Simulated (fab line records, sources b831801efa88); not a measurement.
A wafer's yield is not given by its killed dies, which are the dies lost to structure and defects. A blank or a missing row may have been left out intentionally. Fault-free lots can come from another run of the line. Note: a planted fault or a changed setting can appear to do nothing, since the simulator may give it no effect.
A lot that was struck, set against a sound lot -- flow sky130 -- 15 steps out of a route of 708
Sound: the wafers L108.2, L108.3, L108.5. Struck: wafer L117.5. (L117.4, L117.6 of the same lot were not struck and are left out.) The cause comes at the end.
At each step with rows: each side's tool, then ch and its chambers, then its first start. Under that, the readings that differ: sound wafers -- struck wafers -- difference of the means -- sigmas: that difference in standard deviations of wafers without a fault.
alike: a reading whose means differ by less than 2 such deviations, as well as words and numbers matching on both sides. not compared: withheld readings; readings where some wafer has no value; bounds like >300 that might hide an equal value; numbers whose values overlap and for which the record gives no deviation.
A row with sigmas, a row that says differs or no value, or rows on one side alone: a step with any of these is where the two part. Numbers that have no deviation but don't overlap get no sigmas and don't part them. A reading missing from all wafers of one side parts the sides only when that side holds two or more wafers.

SKY_VIA2_CMP_02: polishes SiO2.
  sound on cmp-01 ch 0,1, day 37 07:55; struck on cmp-02 ch 2, day 39 08:56
reading,sound,struck,difference,sigmas
motorCurrentA (A),10.5 11.5 10.1,14.2,+3.5,+3
SKY_VIA2_BOW_MEAS_03:
  sound on filmMetro-02 at day 37 08:11; struck on filmMetro-02 at day 39 09:15
  alike: VIA2_BOW
then, 8 steps without rows for these wafers: SKY_VIA2_DEHYDRATE_04 (time 60 s); SKY_VIA2_HMDS_05 (prime time 60 s); SKY_VIA2_COAT_06 (resist thk 60 nm); SKY_VIA2_COAT_07 (resist thk 450 nm); SKY_VIA2_SOFTBAKE_08 (time 90 s); SKY_VIA2_EXPOSE_09 (exposes mask VIM2, target cd 200 nm); SKY_VIA2_PEB_10; SKY_VIA2_DEVELOP_11 (develop time 60 s).
SKY_VIA2_CD_MEAS_12: the cd target is 200 nm.
  sound on cdSem-02 at day 38 08:56; struck on cdSem-01 at day 40 10:29
  alike: cdNm
SKY_VIA2_OVL_MEAS_13:
  sound on overlay-02 at day 38 09:02; struck on overlay-02 at day 40 10:34
  alike: VIA2_OVL
SKY_VIA2_ETCH_14: etches BARC in N2/H2, stops on SiO2, time 45.9 s, target depth 60 nm.
  sound on rieDiel-02 ch 0,2,3, day 38 09:04; struck on rieDiel-04 ch 0, day 40 10:35
reading,sound,struck,difference,sigmas
oesProductAu (a.u.),0.854 0.853 0.851,0.864,+0.011,+2
model.KrF-thick_of_VIA2_COAT_07.thkNm (nm),395.2 394.4 395.8,399.6,+4.5,
  alike: drypumpMotorCurrentA, throttleValvePct
  not compared: rfHoursCounterH
SKY_VIA2_ETCH_15: etches SiO2 in C4F8/O2/Ar, stops on TiN, target depth 546 nm, time 84 s.
  sound on rieDiel-02 ch 0,2,3, day 38 09:07; struck on rieDiel-04 ch 0, day 40 10:37
reading,sound,struck,difference,sigmas
model.KrF-thick_of_VIA2_COAT_07.thkNm (nm),283.8 283.3 288.3,288.8,+3.7,
  alike: oesProductAu
  not compared: rfHoursCounterH
SKY_VIA2_STRIP_16: strips in O2/N2.
  sound on plasmaAsher-04 ch 0,1, day 38 09:10; struck on plasmaAsher-03 ch 1, day 40 10:43
  alike: drypumpMotorCurrentA, oesProductAu, stripTimeToEndpointS
  not compared: rfHoursCounterH

WHERE THEY PART
Last at SKY_VIA2_ETCH_14 as far as this record goes, first at SKY_VIA2_CMP_02. Later steps at which nothing parts them and some readings are alike: SKY_VIA2_ETCH_15, SKY_VIA2_STRIP_16.

WHY: whatever the simulator had introduced
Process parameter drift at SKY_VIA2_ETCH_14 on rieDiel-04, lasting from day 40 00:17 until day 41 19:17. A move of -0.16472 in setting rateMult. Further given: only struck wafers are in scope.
